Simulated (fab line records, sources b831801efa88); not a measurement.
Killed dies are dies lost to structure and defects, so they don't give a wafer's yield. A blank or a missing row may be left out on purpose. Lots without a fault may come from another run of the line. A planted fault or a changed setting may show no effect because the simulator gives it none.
One fault seen from 2 desks | flow gf180mcu | each desk has only its own numbers; what lay behind them comes last

THE METROLOGY DESK
What the gauges read, lot by lot, whatever tool the lot ran on: means of the sampled wafers that have a number. A lot is out of limits, marked OUT, if its mean lies more than 4 standard deviations from the usual mean; the brackets give that distance.
Columns: A = HV_LDD_TW at GF_HV_LDD_TW_MEAS_11, usual 2418; B = HV_LDD_3_TW at GF_HV_LDD_TW_MEAS_38, usual 1436; C = NSD_RS at GF_PSD_RS_MEAS_14, usual 46.08 ohm/sq
lot  | first seen here | A    | B    | C
L782 | day 11 02:08    | 2387 | 1452 | 46.10
L783 | day 11 10:13    | 2420 | 1454 | 46.18
L784 | day 11 20:47    | 2392 | 1450 | 46.12
L788 | day 13 12:17    | 2377 | 1456 | 46.03
L789 | day 13 15:35    | 2382 | 1419 | 46.07
L791 | day 14 05:56    | 2452 | 1450 | 47.42 (+17) OUT
L792 | day 14 08:35    | 2418 | 1461 | 47.49 (+18) OUT
L794 | day 15 04:41    | 2447 | 1406 | 46.00
L797 | day 15 19:59    | 2437 | 1412 | 46.02
L798 | day 16 02:50    | 2431 | 1415 | 46.06
L800 | day 16 16:26    | 2423 | 1453 | 46.09
L801 | day 17 05:23    | 2436 | 1414 | 46.00
This desk's finding: out of limits on L791, L792; first on L791, day 19 02:40 (NSD_RS at GF_PSD_RS_MEAS_14). In limits: L782, L783, L784, L788, L789, L794, L797, L798, L800, L801.

THE TOOL OWNER'S DESK: implanter-04
The tool's own readings at GF_NSD_IMPLANT_10: means of the sampled wafers that have a number, for each lot that ran on this tool. A lot is out of limits, marked OUT, if its mean lies more than 4 standard deviations from the usual mean; the brackets give that distance.
Columns: A = beam_on_s at GF_NSD_IMPLANT_10, usual 9.98 s; B = faraday_current_uA at GF_NSD_IMPLANT_10, usual 2792
lot  | first seen here | A               | B
L782 | day 14 12:43    | 10.03           | 2774
L783 | day 14 20:54    | 10.10           | 2760
L784 | day 15 08:55    | 9.95            | 2805
L789 | day 17 10:32    | 9.99            | 2791
L791 | day 18 01:51    | 7.76 (-10) OUT  | 3588 (+13) OUT
L792 | day 18 04:21    | 8.03 (-8.8) OUT | 3461 (+11) OUT
This desk's finding: out of limits on L791, L792; first on L791, day 18 01:51 (beam_on_s at GF_NSD_IMPLANT_10). In limits: L782, L783, L784, L789.

PUT TOGETHER
The tool owner's desk could have raised an alarm at day 18 01:51, on L791, L792.
The metrology desk could have raised an alarm at day 19 02:40, on L791, L792.
Of the lots named, all ran GF_NSD_IMPLANT_10 on implanter-04.

WHAT THE SIMULATOR HAD PUT IN
Process parameter drift: implanter-04, from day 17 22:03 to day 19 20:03, at GF_NSD_IMPLANT_10. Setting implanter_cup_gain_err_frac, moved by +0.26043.
Lots struck among those shown: L791, L792.
Hours from the fault's start to each desk's first reading out of limits: the tool owner's desk, 4; the metrology desk, 29.
